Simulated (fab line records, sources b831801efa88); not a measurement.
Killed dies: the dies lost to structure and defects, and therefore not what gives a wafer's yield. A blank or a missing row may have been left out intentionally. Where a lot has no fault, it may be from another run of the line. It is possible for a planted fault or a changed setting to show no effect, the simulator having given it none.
Matching of chambers || flow sky130 || 4 sister chambers for SKY_VIA1_CMP_24 on cmp-02
The step polishes, stops on SiO2, t overpolish 15 s, target thk 0 nm. 4 wafers are shown with their chamber, then 12 later ones without.

EACH WAFER AND ITS CHAMBER
{"wafer": "L085.1", "chamber": 1, "motor_current_A (A)": 10.9}
{"wafer": "L087.1", "chamber": 3, "motor_current_A (A)": 12.4}
{"wafer": "L087.2", "chamber": 2, "motor_current_A (A)": 11.4}
{"wafer": "L087.5", "chamber": 0, "motor_current_A (A)": 8.9}

WAFERS WITH NO CHAMBER GIVEN
{"wafer": "L091.1", "motor_current_A (A)": 11.8}
{"wafer": "L091.2", "motor_current_A (A)": 11.4}
{"wafer": "L091.5", "motor_current_A (A)": 11.8}
{"wafer": "L089.2", "motor_current_A (A)": 11.2}
{"wafer": "L089.4", "motor_current_A (A)": 11.7}
{"wafer": "L089.6", "motor_current_A (A)": 11.4}
{"wafer": "L093.1", "motor_current_A (A)": 12.2}
{"wafer": "L093.3", "motor_current_A (A)": 11.2}
{"wafer": "L093.4", "motor_current_A (A)": 9.7}
{"wafer": "L095.4", "motor_current_A (A)": 12.3}
{"wafer": "L095.5", "motor_current_A (A)": 11.0}
{"wafer": "L095.6", "motor_current_A (A)": 11.2}

WHICH CHAMBER EACH WENT THROUGH
{"wafer": "L091.1", "from the rows above": "can't be placed: 2 or 3 or 1", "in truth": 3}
{"wafer": "L091.2", "from the rows above": "can't be placed: 2 or 1", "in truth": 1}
{"wafer": "L091.5", "from the rows above": "can't be placed: 2 or 3 or 1", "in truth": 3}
{"wafer": "L089.2", "from the rows above": "can't be placed: 2 or 1", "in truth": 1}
{"wafer": "L089.4", "from the rows above": "can't be placed: 2 or 3 or 1", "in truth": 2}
{"wafer": "L089.6", "from the rows above": "can't be placed: 2 or 1", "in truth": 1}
{"wafer": "L093.1", "from the rows above": "can't be placed: 3 or 2", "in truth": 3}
{"wafer": "L093.3", "from the rows above": "can't be placed: 2 or 1", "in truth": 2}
{"wafer": "L093.4", "from the rows above": "can't be placed: 0 or 1", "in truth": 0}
{"wafer": "L095.4", "from the rows above": 3, "in truth": 3}
{"wafer": "L095.5", "from the rows above": "can't be placed: 1 or 2", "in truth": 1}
{"wafer": "L095.6", "from the rows above": "can't be placed: 2 or 1", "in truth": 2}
1 of 12 placed correctly. Can't be placed from these rows: 11 (the true chamber is among the candidates in 11). 0 placed wrongly.
How it was worked out, from the rows above alone: a wafer's distance from a chamber is the root of the sum, over the readings, of the square of ((its reading less the chamber's mean) divided by the reading's scatter). If the next closest chamber is less than 2 further off than the closest, the wafer can't be placed; otherwise it belongs to the closest. For every chamber, the mean is computed from those of its wafers that are shown. The scatter (one wafer shown for each chamber): square how far every hidden wafer sits from the nearest shown wafer, average those squares and take the square root.
